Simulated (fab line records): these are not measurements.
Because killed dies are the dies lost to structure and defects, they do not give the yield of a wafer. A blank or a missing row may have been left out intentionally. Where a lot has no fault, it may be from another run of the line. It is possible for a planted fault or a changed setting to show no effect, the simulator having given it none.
What tool caused it? ; flow sky130 ; 14 lots, 42 wafers sampled, at 1 step of a route of 708

== WHAT THE GAUGES SHOWED, per wafer ==
No reading from a measuring or inspecting step in the record can be judged against a usual standard deviation.

== WHICH TOOL RAN EACH LOT (tool, then ch and the chambers of the sampled wafers, then the start) ==
lot;SKY_GATE_OXIDE_IMPLANT_11
L197;implanter-02 ch 0, day 14 00:45
L199;implanter-01 ch 0, day 14 14:25
L200;implanter-02 ch 0, day 15 03:29
L201;implanter-03 ch 0, day 15 14:41
L202;implanter-01 ch 0, day 15 20:28
L203;implanter-02 ch 0, day 15 21:22
L204;implanter-01 ch 0, day 16 09:46
L211;implanter-01 ch 0, day 18 21:19
L212;implanter-01 ch 0, day 19 20:05
L213;implanter-02 ch 0, day 19 23:07
L214;implanter-02 ch 0, day 20 05:46
L217;implanter-03 ch 0, day 21 03:19
L218;implanter-03 ch 0, day 21 12:37
L220;implanter-02 ch 0, day 22 01:10
- SKY_GATE_OXIDE_IMPLANT_11

== AS READ BY THE TOOLS THEMSELVES (means over the sampled wafers that have a number; for cases with no such wafer, the mark the record gives instead) ==
SKY_GATE_OXIDE_IMPLANT_11.
lot;tool;beamEnergyKeV;doseIonsCm2;faradayCurrentUA
L197;implanter-02;9.999;2.5999e+12;14.59
L199;implanter-01;9.997;2.6018e+12;14.50
L200;implanter-02;10.000;2.5998e+12;14.50
L201;implanter-03;9.999;2.5971e+12;14.76
L202;implanter-01;10.000;2.6015e+12;14.79
L203;implanter-02;9.997;2.5985e+12;14.49
L204;implanter-01;10.003;2.6015e+12;14.65
L211;implanter-01;9.999;2.8278e+12;15.81
L212;implanter-01;10.000;2.8217e+12;15.82
L213;implanter-02;9.995;2.5996e+12;14.88
L214;implanter-02;9.998;2.6011e+12;14.75
L217;implanter-03;10.000;2.5973e+12;14.48
L218;implanter-03;9.999;2.5982e+12;14.80
L220;implanter-02;9.999;2.6003e+12;14.83

== THE ANSWER, worked out from the rows above alone ==
Rule: usual is defined by the lots themselves. Put in order of their means at a reading, lots are off if they are a third of the lots or fewer, leave a main group of 4 or more, and stand apart from it by a gap of 3 or more times the standard deviation of the main group's means; of several such gaps the widest counts. Not used: any main group whose means are identical at the precision the tables above print for the reading. Also off: a lot with no number at a reading for which 4 or more lots have one. Any other lot the step has rows for is counted as sound. The gauges are gone through in route order, then the tools' own readings, and for those a lot's mean is taken as printed above. The first step at which some lot is off is used, and at that step the reading that is off furthest; a lot without a number counts as furthest.
Off: L211, L212 (SKY_GATE_OXIDE_IMPLANT_11, doseIonsCm2). Main group: mean 2.5997e+12, sd 1.6e+09.
A tool fits if, at that step or a process step before it, it ran every lot that is off, and no sound lot after the first of them. One fits: implanter-01 at SKY_GATE_OXIDE_IMPLANT_11. Its last sound lot is L204 (day 16 09:46), its first lot that is off L211 (day 18 21:19): a fault that began between those two fits.
The tool's own readings at SKY_GATE_OXIDE_IMPLANT_11 bear it out: on the lots that are off they differ by more than 5 times the standard deviation of the sound lots' means. doseIonsCm2 reads 2.8248e+12 there against 2.5997e+12 on the sound lots; faradayCurrentUA reads 15.82 there against 14.67 on the sound lots.

== WHAT HAD BEEN PUT IN BY THE SIMULATOR ==
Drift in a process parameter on implanter-01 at SKY_GATE_OXIDE_IMPLANT_11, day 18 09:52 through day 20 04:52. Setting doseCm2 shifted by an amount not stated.
Lots struck among those shown: L211, L212. Same finding as the rule above.
